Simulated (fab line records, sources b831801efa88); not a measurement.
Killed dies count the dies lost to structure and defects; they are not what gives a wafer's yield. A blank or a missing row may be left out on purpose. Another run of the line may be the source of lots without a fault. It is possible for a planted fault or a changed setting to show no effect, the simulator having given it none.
One fault seen from 2 desks | flow gf180mcu | every desk sees just its own numbers, and what lay behind them comes last

FOR THE TOOL OWNER'S DESK: pvd_sputter-03
At GF_M2_SPUTTER_01 (material TiN, target thk 30 nm, time 25 s) the tool's own readings: per lot run on this tool, the mean of the sampled wafers that have a number. If a lot's mean is further than 4 standard deviations from the usual mean, the lot is out of limits and carries the mark OUT (the distance appears in the brackets).
Columns: A = cathode_dc_power_W at GF_M2_SPUTTER_01, usual 6500.1 W; B = throttle_valve_pct at GF_M2_SPUTTER_01, usual 30.1 %
lot  | first seen here | A                        | B
L280 | day 18 01:41    | 6499.0                   | 29.0
L287 | day 20 22:23    | 6733.9 (+99 or more) OUT | 28.7
L291 | day 22 07:26    | 6732.3 (+99 or more) OUT | 29.3
L300 | day 25 10:05    | 6499.6                   | 30.0
L301 | day 25 14:09    | 6500.0                   | 29.4
This desk finds L287, L291 out of limits, L287 being first, at day 20 22:23 (cathode_dc_power_W at GF_M2_SPUTTER_01). L280, L300, L301 stayed within limits.

AT THE METROLOGY DESK
Lot by lot, what the gauges showed, no matter which tool ran the lot: averages of those sampled wafers that carry a number. If a lot's mean is further than 4 standard deviations from the usual mean, the lot is out of limits and carries the mark OUT (the distance appears in the brackets).
Columns: A = cd_nm at GF_M1_CD_MEAS_14, usual 229.9 nm; B = V1_W_RS at GF_V1_RS_MEAS_24, usual 0.328 ohm/sq
lot  | first seen here | A     | B
L280 | day 16 23:46    | 230.6 | 0.330
L281 | day 17 10:28    | 229.9 | 0.329
L283 | day 18 04:19    | 230.4 | 0.328
L287 | day 19 18:56    | 228.7 | 0.321
L291 | day 21 04:43    | 232.0 | 0.327
L293 | day 22 00:16    | 229.7 | 0.327
L297 | day 23 10:52    | 229.3 | 0.329
L298 | day 23 16:17    | 229.7 | 0.335
L299 | day 24 01:10    | 229.2 | 0.331
L300 | day 24 08:23    | 230.0 | 0.323
L301 | day 24 13:46    | 229.4 | 0.332
L302 | day 24 23:59    | 229.6 | 0.325
L303 | day 25 06:52    | 229.9 | 0.329
Finding of this desk: none of the 13 lots has anything out of limits.

PUT TOGETHER
On L287, L291, at day 20 22:23, an alarm was possible from the tool owner's desk.
Metrology desk: nothing out of limits seen.
The metrology desk holds a record of L287, L291, inside its limits.
Every lot named ran GF_M2_SPUTTER_01 on pvd_sputter-03.

WHAT HAD BEEN PUT IN BY THE SIMULATOR
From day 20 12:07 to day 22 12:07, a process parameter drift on pvd_sputter-03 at GF_M2_SPUTTER_01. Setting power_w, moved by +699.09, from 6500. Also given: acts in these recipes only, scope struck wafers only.
Struck lots among those shown: L287, L291.
Delay in hours, fault start to first out-of-limits reading, by desk: the tool owner's desk at 10.
